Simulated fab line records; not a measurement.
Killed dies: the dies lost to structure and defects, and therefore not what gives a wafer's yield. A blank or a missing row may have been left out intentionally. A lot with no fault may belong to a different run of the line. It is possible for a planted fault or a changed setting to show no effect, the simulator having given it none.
One fault through the eyes of 2 desks	flow gf180mcu	numbers are kept per desk, each desk with only its own; the story behind them comes last

## METROLOGY DESK
Lot by lot, what the gauges showed, no matter which tool ran the lot: averages of those sampled wafers that carry a number. The brackets show how far a lot's mean lies from the usual mean; more than 4 standard deviations puts the lot out of limits, marked OUT.
Columns: A = V3_CVD_02_THK at GF_V3_THK_MEAS_03, usual 845 nm
lot	first seen here	A
L888	day 21 08:19	854
L889	day 21 19:04	851
L891	day 22 14:58	844
L893	day 23 08:07	837
L894	day 23 13:20	844
L895	day 23 23:46	866
L899	day 25 12:38	1296 (+41) OUT
L900	day 25 21:22	1074 (+21) OUT
L909	day 28 09:01	831
L910	day 28 16:00	847
L911	day 29 01:19	835
This desk's result: L899, L900 out of limits, first on L899 (V3_CVD_02_THK at GF_V3_THK_MEAS_03), day 25 12:38. L888, L889, L891, L893, L894, L895, L909, L910, L911: within limits.

## THE TOOL OWNER'S DESK: pecvd-02
The tool's own readings at GF_V3_CVD_02 (deposits SiO2 from TEOS, target thk 850 nm, time 94.851 s): means of the sampled wafers that have a number, for each lot that ran on this tool. The brackets show how far a lot's mean lies from the usual mean; more than 4 standard deviations puts the lot out of limits, marked OUT.
Columns: A = heater_power_outer_w at GF_V3_CVD_02, usual 396 W; B = heater_power_w at GF_V3_CVD_02, usual 671 W
lot	first seen here	A	B
L888	day 21 08:14	418	713
L889	day 21 18:59	378	660
L891	day 22 14:52	393	681
L899	day 25 12:34	391	676
L900	day 25 21:17	438	738
This desk's finding: nothing out of limits on any of the 5 lots.

## ALL TOGETHER
Metrology desk: alarm possible at day 25 12:38 on L899, L900.
The tool owner's desk saw nothing out of limits.
Tool owner's desk: L899, L900 on record, inside its limits.
The lots listed all ran GF_V3_CVD_02 on pecvd-02.

## WHAT THE SIMULATOR PUT IN
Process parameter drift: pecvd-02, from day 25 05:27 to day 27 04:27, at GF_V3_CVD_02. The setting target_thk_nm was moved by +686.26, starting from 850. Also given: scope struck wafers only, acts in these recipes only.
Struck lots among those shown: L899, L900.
Delay in hours, fault start to first out-of-limits reading, per desk: metrology desk 7.
